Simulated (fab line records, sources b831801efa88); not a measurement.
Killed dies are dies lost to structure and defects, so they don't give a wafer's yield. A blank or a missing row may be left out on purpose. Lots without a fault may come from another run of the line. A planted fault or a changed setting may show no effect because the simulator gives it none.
One fault seen from 2 desks | flow sky130 | each desk has only its own numbers; what lay behind them comes last

THE TOOL OWNER'S DESK: implanter-04
The tool's own readings at SKY_LDD_LDN_IMPLANT_10: means of the sampled wafers that have a number, for each lot that ran on this tool. A lot is out of limits, marked OUT, if its mean lies more than 4 standard deviations from the usual mean; the brackets give that distance.
Columns: A = dose_ions_cm2 at SKY_LDD_LDN_IMPLANT_10, usual 1.2502e+13; B = faraday_current_uA at SKY_LDD_LDN_IMPLANT_10, usual 70.4
lot  | first seen here | A                            | B
L600 | day 24 01:55    | 1.2500e+13                   | 70.3
L601 | day 24 12:16    | 1.2506e+13                   | 69.7
L602 | day 24 20:40    | 1.8451e+13 (+99 or more) OUT | 102.4 (+21) OUT
L603 | day 25 09:08    | 1.8451e+13 (+99 or more) OUT | 105.1 (+23) OUT
This desk's finding: out of limits on L602, L603; first on L602, day 24 20:40 (dose_ions_cm2 at SKY_LDD_LDN_IMPLANT_10). In limits: L600, L601.

THE METROLOGY DESK
What the gauges read, lot by lot, whatever tool the lot ran on: means of the sampled wafers that have a number. A lot is out of limits, marked OUT, if its mean lies more than 4 standard deviations from the usual mean; the brackets give that distance.
Columns: A = LDD_LDN_TW at SKY_LDD_LDN_TW_MEAS_13, usual 1472
lot  | first seen here | A
L600 | day 24 02:19    | 1491
L601 | day 24 12:38    | 1470
L602 | day 24 21:04    | 1520 (+4.9) OUT
L603 | day 25 09:31    | 1514 (+4.3) OUT
L604 | day 25 17:54    | 1478
L605 | day 26 02:16    | 1461
L612 | day 28 06:52    | 1484
L613 | day 28 12:53    | 1466
L614 | day 29 05:19    | 1461
L615 | day 29 07:55    | 1457
L617 | day 30 05:55    | 1474
L618 | day 30 10:26    | 1469
L619 | day 30 13:56    | 1464
L620 | day 30 23:16    | 1476
This desk's finding: out of limits on L602, L603; first on L602, day 24 21:04 (LDD_LDN_TW at SKY_LDD_LDN_TW_MEAS_13). In limits: L600, L601, L604, L605, L612, L613, L614, L615, L617, L618, L619, L620.

PUT TOGETHER
The tool owner's desk could have raised an alarm at day 24 20:40, on L602, L603.
The metrology desk could have raised an alarm at day 24 21:04, on L602, L603.
Of the lots named, all ran SKY_LDD_LDN_IMPLANT_10 on implanter-04.

WHAT THE SIMULATOR HAD PUT IN
Process parameter drift: implanter-04, from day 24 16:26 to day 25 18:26, at SKY_LDD_LDN_IMPLANT_10. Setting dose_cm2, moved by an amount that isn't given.
Lots struck among those shown: L602, L603.
Hours from the fault's start to each desk's first reading out of limits: the tool owner's desk, 4; the metrology desk, 5.
